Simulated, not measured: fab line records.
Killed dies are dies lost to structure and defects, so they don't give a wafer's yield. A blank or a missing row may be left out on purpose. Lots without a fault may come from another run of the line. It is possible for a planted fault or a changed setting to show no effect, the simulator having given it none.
Which tool is to blame? -- flow gf180mcu -- 33 wafers from 11 lots sampled at 6 of the route's 602 steps

## WHAT THE GAUGES READ, wafer by wafer
GF_VT_IMPLANT_RS_MEAS_46: uses a four-point probe to measure. Usual: MVSD_RS typically reads 456.3 ohm/sq, with standard deviation 1.1.
lot,measured,on,MVSD_RS (ohm/sq),flag
L371,day 7 21:43,filmMetro-04,457.8 457.2 456.2,
L373,day 8 09:19,filmMetro-04,454.7 455.5 454.6,
L375,day 8 20:30,filmMetro-04,456.7 456.0 455.7,
L376,day 9 15:00,filmMetro-04,457.5 457.4 456.0,
L377,day 9 15:18,filmMetro-01,456.1 457.2 455.1,
L378,day 9 20:19,filmMetro-04,454.9 455.6 455.6,
L379,day 10 01:03,filmMetro-01,457.8 457.5 456.7,
L386,day 12 02:07,filmMetro-01,455.9 456.1 456.8,
L387,day 12 09:01,filmMetro-02,454.5 456.8 455.8,
L391,day 13 09:52,filmMetro-04,455.7 455.6 455.3,
L392,day 13 17:01,filmMetro-04,456.1 456.5 456.5,

GF_POLY_GATE_THK_MEAS_17. Usual: POLY_GATE_OXIDATION_THK typically reads 3.99 nm, with standard deviation 0.085.
lot,measured,on,POLY_GATE_OXIDATION_THK (nm),flag
L371,day 9 17:19,filmMetro-01,4.00 4.21 4.07,
L373,day 10 03:37,filmMetro-04,3.94 3.95 3.99,
L375,day 10 16:44,filmMetro-03,3.97 3.99 4.10,
L376,day 11 12:18,filmMetro-01,3.84 3.88 3.85,
L377,day 11 12:46,filmMetro-01,4.05 4.04 4.00,
L378,day 11 18:07,filmMetro-04,3.90 4.00 4.01,
L379,day 11 23:07,filmMetro-03,4.13 4.02 4.01,
L386,day 14 03:23,filmMetro-04,4.00 4.03 3.99,
L387,day 14 10:46,filmMetro-01,3.91 3.93 3.92,
L391,day 15 11:46,filmMetro-04,4.03 4.06 3.98,
L392,day 15 19:08,filmMetro-03,4.07 4.01 3.94,

GF_HV_LDD_TW_MEAS_38. Usual: HV_LDD_3_TW typically reads 1438, with standard deviation 12.
lot,measured,on,HV_LDD_3_TW,flag
L371,day 12 01:37,filmMetro-01,1457 1453 1453,
L373,day 12 13:05,filmMetro-01,1470 1456 1456,
L375,day 13 02:41,filmMetro-01,1444 1440 1438,
L376,day 13 23:53,filmMetro-02,1440 1440 1433,
L377,day 14 00:43,filmMetro-04,30 30 30,OFF
L378,day 14 05:22,filmMetro-04,30 30 30,OFF
L379,day 14 11:07,filmMetro-04,30 30 30,OFF
L386,day 16 21:28,filmMetro-04,1428 1430 1427,
L387,day 17 06:22,filmMetro-01,1429 1434 1435,
L391,day 18 08:58,filmMetro-01,1442 1444 1448,
L392,day 18 18:29,filmMetro-01,1438 1441 1439,

## TOOL THAT RAN EACH LOT (tool first, then ch and the chambers of the sampled wafers, then the start)
lot,GF_DUAL_GATE_STRIP_13,GF_HV_LDD_STRIP_22,GF_HV_LDD_STRIP_37
L371,"plasmaAsher-02 ch 0,1, day 8 16:29","plasmaAsher-04 ch 0,1, day 11 05:54","plasmaAsher-02 ch 0,1, day 12 01:31"
L373,"plasmaAsher-03 ch 0,1, day 9 05:35","plasmaAsher-04 ch 0,1, day 11 17:09","plasmaAsher-04 ch 0,1, day 12 13:01"
L375,"plasmaAsher-03 ch 0,1, day 9 16:02","plasmaAsher-02 ch 0,1, day 12 06:52","plasmaAsher-01 ch 0,1, day 13 02:35"
L376,"plasmaAsher-04 ch 0,1, day 10 12:41","plasmaAsher-04 ch 0,1, day 13 03:01","plasmaAsher-01 ch 0,1, day 13 23:47"
L377,"plasmaAsher-02 ch 0,1, day 10 12:23","plasmaAsher-04 ch 0,1, day 13 03:53","plasmaAsher-01 ch 0,1, day 14 00:37"
L378,"plasmaAsher-02 ch 0,1, day 10 17:43","plasmaAsher-02 ch 0, day 13 08:53","plasmaAsher-04 ch 0,1, day 14 05:16"
L379,"plasmaAsher-03 ch 0,1, day 10 21:40","plasmaAsher-04 ch 1, day 13 14:02","plasmaAsher-02 ch 0,1, day 14 11:01"
L386,"plasmaAsher-02 ch 0,1, day 13 00:41","plasmaAsher-02 ch 0,1, day 15 22:13","plasmaAsher-04 ch 0,1, day 16 21:22"
L387,"plasmaAsher-02 ch 0,1, day 13 06:48","plasmaAsher-04 ch 0,1, day 16 06:43","plasmaAsher-02 ch 0,1, day 17 06:16"
L391,"plasmaAsher-04 ch 0,1, day 14 08:06","plasmaAsher-01 ch 0,1, day 17 09:04","plasmaAsher-02 ch 0,1, day 18 08:52"
L392,"plasmaAsher-04 ch 0,1, day 14 16:53","plasmaAsher-02 ch 0,1, day 17 18:04","plasmaAsher-02 ch 0,1, day 18 18:23"
- GF_DUAL_GATE_STRIP_13: strips in O2/N2.
- GF_HV_LDD_STRIP_22: strips in O2/N2.
- GF_HV_LDD_STRIP_37: strips in O2/N2.

## WHAT THE TOOLS THEMSELVES READ (means of the sampled wafers that have a number; where no wafer has one, the mark that the record gives instead)
GF_DUAL_GATE_STRIP_13. Usual: chamberPressureMTorr 1500.0 mTorr, standard deviation 1.4; drypumpMotorCurrentA 5.70 A, standard deviation 0.12; heaterPowerW 348 W, standard deviation 12; oesProductAu 0.716 a.u., standard deviation 0.0041; stripTimeToEndpointS 12.64 s, standard deviation 0.038.
lot,tool,chamberPressureMTorr (mTorr),drypumpMotorCurrentA (A),heaterPowerW (W),oesProductAu (a.u.),stripTimeToEndpointS (s),flag
L371,plasmaAsher-02,1499.9,5.62,342,0.714,12.63,
L373,plasmaAsher-03,1500.4,5.70,339,0.712,12.64,
L375,plasmaAsher-03,1499.6,5.72,348,0.713,12.61,
L376,plasmaAsher-04,1500.2,5.79,356,0.714,12.64,
L377,plasmaAsher-02,1499.4,5.60,339,0.714,12.61,
L378,plasmaAsher-02,1498.0,5.72,346,0.718,12.66,
L379,plasmaAsher-03,1500.3,5.71,358,0.718,12.64,
L386,plasmaAsher-02,1500.1,5.70,348,0.716,12.58,
L387,plasmaAsher-02,1499.2,5.62,349,0.715,12.64,
L391,plasmaAsher-04,1500.2,5.76,348,0.714,12.68,
L392,plasmaAsher-04,1499.0,5.76,346,0.713,12.62,

GF_HV_LDD_STRIP_22. Usual: chamberPressureMTorr 1500.2 mTorr, standard deviation 1.3; drypumpMotorCurrentA 5.7 A, standard deviation 0.36; heaterPowerW 333 W, standard deviation 25; oesProductAu 0.716 a.u., standard deviation 0.0045; stripTimeToEndpointS 12.61 s, standard deviation 0.041.
lot,tool,chamberPressureMTorr (mTorr),drypumpMotorCurrentA (A),heaterPowerW (W),oesProductAu (a.u.),stripTimeToEndpointS (s),flag
L371,plasmaAsher-04,1501.2,5.8,350,0.714,12.61,
L373,plasmaAsher-04,1499.6,5.8,348,0.715,12.62,
L375,plasmaAsher-02,1499.7,5.6,343,0.717,12.62,
L376,plasmaAsher-04,1500.3,5.8,349,0.720,12.59,
L377,plasmaAsher-04,-,-,-,-,-,OFF
L378,plasmaAsher-02,-,-,-,-,-,OFF
L379,plasmaAsher-04,-,-,-,-,-,OFF
L386,plasmaAsher-02,1499.3,5.6,348,0.712,12.61,
L387,plasmaAsher-04,1500.0,5.8,341,0.719,12.65,
L391,plasmaAsher-01,1502.2,5.7,298,0.718,12.66,
L392,plasmaAsher-02,1500.8,5.7,347,0.719,12.63,

GF_HV_LDD_STRIP_37. Usual: chamberPressureMTorr 1499.7 mTorr, standard deviation 1.2; drypumpMotorCurrentA 5.7 A, standard deviation 0.34; heaterPowerW 335 W, standard deviation 24; oesProductAu 0.716 a.u., standard deviation 0.0047; stripTimeToEndpointS 12.64 s, standard deviation 0.039.
lot,tool,chamberPressureMTorr (mTorr),drypumpMotorCurrentA (A),heaterPowerW (W),oesProductAu (a.u.),stripTimeToEndpointS (s),flag
L371,plasmaAsher-02,1498.7,5.6,342,0.717,12.57,
L373,plasmaAsher-04,1500.9,5.8,349,0.718,12.63,
L375,plasmaAsher-01,1499.3,5.3,293,0.713,12.63,
L376,plasmaAsher-01,1499.7,5.3,294,0.718,12.59,
L377,plasmaAsher-01,1499.8,5.7,297,0.716,27.66,OFF
L378,plasmaAsher-04,1499.8,5.8,348,0.718,27.60,OFF
L379,plasmaAsher-02,1499.6,5.7,355,0.714,27.60,OFF
L386,plasmaAsher-04,1500.1,5.8,354,0.716,12.63,
L387,plasmaAsher-02,1499.9,5.7,348,0.721,12.64,
L391,plasmaAsher-02,1500.3,5.6,343,0.710,12.72,
L392,plasmaAsher-02,1500.4,5.6,346,0.716,12.66,

## THE ANSWER, worked out from the rows above alone
Rule: take the mean of a lot's wafers that have a number; if it is more than 3 standard deviations from the usual mean, the lot is off. Also off: a lot with no number at a reading for which 4 or more lots have one. The other lots that the step has rows for count as sound. After the gauges, taken in route order, come the tools' own readings; for these a lot's mean is taken, as printed above. At the first step where some lot is off, the reading lying furthest off is the one used; lots without a number count as furthest.
Off: L377, L378, L379, at GF_HV_LDD_TW_MEAS_38 (HV_LDD_3_TW).
If a tool, at a process step before that reading, ran all the lots that are off and no sound lot after the first of them, it fits. The gauges at GF_HV_LDD_TW_MEAS_38 aren't tried: what is off there is off at GF_HV_LDD_STRIP_22 too, on other tools, and a gauge's error can't cause that. Not one of the candidates tried fits.

## WHAT THE SIMULATOR HAD INSERTED
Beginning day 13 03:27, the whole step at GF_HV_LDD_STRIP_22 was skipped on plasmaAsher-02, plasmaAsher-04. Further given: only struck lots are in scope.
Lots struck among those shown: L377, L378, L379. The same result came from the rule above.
